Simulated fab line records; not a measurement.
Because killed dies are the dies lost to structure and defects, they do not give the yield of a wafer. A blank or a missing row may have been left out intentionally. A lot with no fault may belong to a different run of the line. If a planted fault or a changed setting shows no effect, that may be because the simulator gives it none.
Which tool is to blame? | flow sky130 | Sampling: 24 lots, 72 wafers, 5 of 708 route steps

== WHAT THE GAUGES READ, wafer by wafer ==
SKY_SONOS_TUNNEL_CD_MEAS_07: target cd 410 nm.
lot  | measured     | on       | cdNm (nm)
L074 | day 11 19:25 | cdSem-02 | 412.7 412.1 412.5
L077 | day 12 11:15 | cdSem-02 | 408.4 406.7 408.2
L076 | day 12 11:34 | cdSem-02 | 408.2 407.7 409.1
L075 | day 12 13:13 | cdSem-02 | 410.9 409.7 408.7
L079 | day 12 17:30 | cdSem-01 | 410.3 411.8 410.7
L078 | day 12 18:43 | cdSem-01 | 408.5 407.6 408.4
L080 | day 13 17:14 | cdSem-01 | 412.6 412.9 410.1
L081 | day 13 18:31 | cdSem-01 | 411.0 414.3 411.6
L082 | day 14 00:48 | cdSem-01 | 410.8 411.8 411.0
L083 | day 14 08:34 | cdSem-01 | 409.3 409.0 410.0
L085 | day 14 19:40 | cdSem-02 | 411.8 411.2 408.8
L084 | day 14 21:13 | cdSem-01 | 410.5 411.3 408.4
L086 | day 15 11:20 | cdSem-02 | 410.9 411.4 410.3
L087 | day 15 12:50 | cdSem-01 | 411.6 410.0 410.3
L088 | day 15 20:42 | cdSem-02 | 412.4 413.4 412.7
L089 | day 16 04:11 | cdSem-02 | 408.5 409.5 410.0
L090 | day 16 21:24 | cdSem-01 | 410.9 413.2 412.1
L091 | day 17 00:09 | cdSem-01 | 408.9 407.1 407.7
L092 | day 17 11:18 | cdSem-01 | 408.6 410.4 410.0
L093 | day 17 18:39 | cdSem-01 | 409.9 410.2 410.1
L094 | day 17 22:20 | cdSem-01 | 410.0 409.7 410.1
L095 | day 18 07:17 | cdSem-02 | 410.0 409.6 409.3
L096 | day 18 13:09 | cdSem-01 | 409.3 407.8 412.2
L097 | day 19 00:17 | cdSem-01 | 409.6 409.5 411.8

SKY_SD_P_TW_MEAS_11.
lot  | measured     | on           | SD_P_TW
L074 | day 26 19:34 | filmMetro-01 | 2892 2899 2891
L077 | day 27 00:21 | filmMetro-01 | 2894 2882 2884
L076 | day 26 23:22 | filmMetro-04 | 2828 2808 2826
L075 | day 27 00:11 | filmMetro-04 | 2834 2834 2863
L079 | day 27 02:09 | filmMetro-03 | 2775 2781 2785
L078 | day 27 01:43 | filmMetro-01 | 2876 2876 2905
L080 | day 28 02:34 | filmMetro-01 | 2874 2869 2876
L081 | day 28 03:43 | filmMetro-01 | 2847 2862 2843
L082 | day 28 09:00 | filmMetro-03 | 2783 2781 2783
L083 | day 28 14:49 | filmMetro-01 | 2859 2847 2858
L085 | day 29 01:07 | filmMetro-04 | 2833 2824 2819
L084 | day 29 04:52 | filmMetro-03 | 2742 2764 2748
L086 | day 29 17:13 | filmMetro-03 | 2764 2769 2753
L087 | day 29 18:51 | filmMetro-04 | 2808 2809 2801
L088 | day 30 01:55 | filmMetro-01 | 2878 2885 2869
L089 | day 30 10:55 | filmMetro-01 | 2878 2879 2890
L090 | day 31 04:57 | filmMetro-01 | 2850 2888 2869
L091 | day 31 06:49 | filmMetro-04 | 2798 2822 2791
L092 | day 31 23:36 | filmMetro-01 | 2872 2869 2860
L093 | day 32 00:37 | filmMetro-01 | 2868 2883 2884
L094 | day 32 10:33 | filmMetro-01 | 2895 2873 2882
L095 | day 32 13:36 | filmMetro-03 | 2776 2773 2785
L096 | day 32 18:01 | filmMetro-03 | 2794 2796 2780
L097 | day 33 04:19 | filmMetro-03 | 2817 2786 2777

SKY_VIA1_BOW_MEAS_03.
lot  | measured     | on           | VIA1_BOW (um)
L074 | day 34 00:50 | filmMetro-04 | 78 92 74
L077 | day 34 06:05 | filmMetro-04 | 83 72 82
L076 | day 34 03:43 | filmMetro-03 | 81 81 62
L075 | day 34 05:27 | filmMetro-03 | 77 74 77
L079 | day 34 07:57 | filmMetro-01 | 78 89 85
L078 | day 34 07:22 | filmMetro-04 | 74 86 85
L080 | day 35 05:21 | filmMetro-03 | 76 77 81
L081 | day 35 06:25 | filmMetro-03 | 92 74 79
L082 | day 35 12:32 | filmMetro-03 | 85 90 84
L083 | day 35 14:03 | filmMetro-03 | 76 75 77
L085 | day 36 02:07 | filmMetro-03 | 88 77 76
L084 | day 36 03:07 | filmMetro-01 | 78 91 78
L086 | day 36 16:54 | filmMetro-01 | 83 79 79
L087 | day 36 17:15 | filmMetro-03 | 65 70 78
L088 | day 36 23:58 | filmMetro-04 | 79 84 89
L089 | day 37 07:59 | filmMetro-01 | 67 86 72
L090 | day 38 00:36 | filmMetro-01 | 78 96 86
L091 | day 38 05:16 | filmMetro-03 | 75 83 86
L092 | day 38 22:16 | filmMetro-01 | 84 83 85
L093 | day 38 22:32 | filmMetro-03 | 88 86 83
L094 | day 39 04:28 | filmMetro-04 | 65 80 70
L095 | day 39 08:41 | filmMetro-01 | 73 70 76
L096 | day 39 11:11 | filmMetro-03 | 87 78 85
L097 | day 39 22:54 | filmMetro-03 | 74 76 78

SKY_CAP2M_THK_MEAS_01.
lot  | measured     | on           | CAP2M_CVD_00_THK (nm)
L074 | day 40 18:04 | filmMetro-02 | 15.38 15.41 15.61
L077 | day 41 00:08 | filmMetro-03 | 15.25 15.31 15.57
L076 | day 40 23:36 | filmMetro-02 | 15.55 15.89 15.89
L075 | day 41 00:30 | filmMetro-03 | 15.57 15.44 15.83
L079 | day 41 02:47 | filmMetro-03 | 15.30 15.35 15.63
L078 | day 41 02:27 | filmMetro-02 | 15.42 15.70 15.36
L080 | day 41 19:20 | filmMetro-01 | 15.21 15.28 15.35
L081 | day 41 22:29 | filmMetro-01 | 15.39 15.66 15.60
L082 | day 42 03:26 | filmMetro-02 | 15.43 15.67 15.79
L083 | day 42 04:35 | filmMetro-02 | 15.45 15.49 15.39
L085 | day 42 13:37 | filmMetro-02 | 15.33 15.61 15.66
L084 | day 42 14:29 | filmMetro-02 | 15.38 15.82 15.62
L086 | day 43 05:25 | filmMetro-01 | 15.40 15.28 15.50
L087 | day 43 06:55 | filmMetro-03 | 15.51 15.50 15.70
L088 | day 43 10:43 | filmMetro-03 | 15.16 15.07 15.22
L089 | day 43 18:06 | filmMetro-03 | 15.15 15.51 15.51
L090 | day 44 08:47 | filmMetro-03 | 15.54 15.43 15.62
L091 | day 44 13:17 | filmMetro-02 | 15.52 15.62 15.51
L092 | day 45 07:43 | filmMetro-01 | 15.60 15.85 15.56
L093 | day 45 08:22 | filmMetro-02 | 15.32 15.45 15.34
L094 | day 45 09:23 | filmMetro-02 | 15.43 15.53 15.76
L095 | day 45 11:53 | filmMetro-02 | 15.35 15.45 15.74
L096 | day 45 13:56 | filmMetro-01 | 15.42 15.48 15.49
L097 | day 46 00:24 | filmMetro-02 | 15.43 15.51 15.41

== TOOL THAT RAN EACH LOT (tool first, then ch and the chambers of the sampled wafers, then the start) ==
lot  | SKY_METAL3_SPUTTER_03
L074 | pvdSputter-03, day 37 11:10
L077 | pvdSputter-03, day 37 18:38
L076 | pvdSputter-03, day 37 17:44
L075 | pvdSputter-02, day 37 18:20
L079 | pvdSputter-03, day 37 20:26
L078 | pvdSputter-04, day 37 20:08
L080 | pvdSputter-03, day 38 14:20
L081 | pvdSputter-04, day 38 16:25
L082 | pvdSputter-02, day 38 22:58
L083 | pvdSputter-04, day 38 23:58
L085 | pvdSputter-02, day 39 10:34
L084 | pvdSputter-03, day 39 10:59
L086 | pvdSputter-04, day 40 01:36
L087 | pvdSputter-03, day 40 03:07
L088 | pvdSputter-02, day 40 08:34
L089 | pvdSputter-02, day 40 15:21
L090 | pvdSputter-02, day 41 07:19
L091 | pvdSputter-02, day 41 11:41
L092 | pvdSputter-02, day 42 03:28
L093 | pvdSputter-03, day 42 05:16
L094 | pvdSputter-04, day 42 09:22
L095 | pvdSputter-04, day 42 13:13
L096 | pvdSputter-04, day 42 15:51
L097 | pvdSputter-04, day 43 02:25
- SKY_METAL3_SPUTTER_03: material Ti, target thk 5 nm, time 3.3 s.

== WHAT THE TOOLS THEMSELVES READ (means of the sampled wafers that have a number; where no wafer has one, the mark that the record gives instead) ==
SKY_METAL3_SPUTTER_03.
lot  | tool          | throttleValvePct (%)
L074 | pvdSputter-03 | 30.3
L077 | pvdSputter-03 | 29.1
L076 | pvdSputter-03 | 29.5
L075 | pvdSputter-02 | 30.3
L079 | pvdSputter-03 | 30.6
L078 | pvdSputter-04 | 29.8
L080 | pvdSputter-03 | 29.6
L081 | pvdSputter-04 | 29.9
L082 | pvdSputter-02 | 30.6
L083 | pvdSputter-04 | 29.3
L085 | pvdSputter-02 | 29.9
L084 | pvdSputter-03 | 29.0
L086 | pvdSputter-04 | 30.4
L087 | pvdSputter-03 | 30.0
L088 | pvdSputter-02 | 30.0
L089 | pvdSputter-02 | 30.0
L090 | pvdSputter-02 | 30.5
L091 | pvdSputter-02 | 30.4
L092 | pvdSputter-02 | 30.0
L093 | pvdSputter-03 | 30.0
L094 | pvdSputter-04 | 29.8
L095 | pvdSputter-04 | 30.3
L096 | pvdSputter-04 | 30.9
L097 | pvdSputter-04 | 29.8

== THE ANSWER, worked out from the rows above alone ==
Rule: usual is defined by the lots themselves. The widest of any qualifying gaps counts: lots, ordered by their means at a reading, are off when they make up no more than a third of the lots, leave a main group of 4 or more, and stand apart from it by 3 or more times the standard deviation of that group's means. A main group is skipped when, at the precision printed for the reading in the tables above, its means are all equal. Also off: a lot with no number at a reading for which 4 or more lots have one. All remaining lots with rows at the step are treated as sound. After the gauges, taken in route order, come the tools' own readings; for these a lot's mean is taken, as printed above. At the first step where some lot is off, the reading lying furthest off is the one used; lots without a number count as furthest.
No lot is off at any reading shown: from this, nothing can be told.

== WHAT THE SIMULATOR PUT IN ==
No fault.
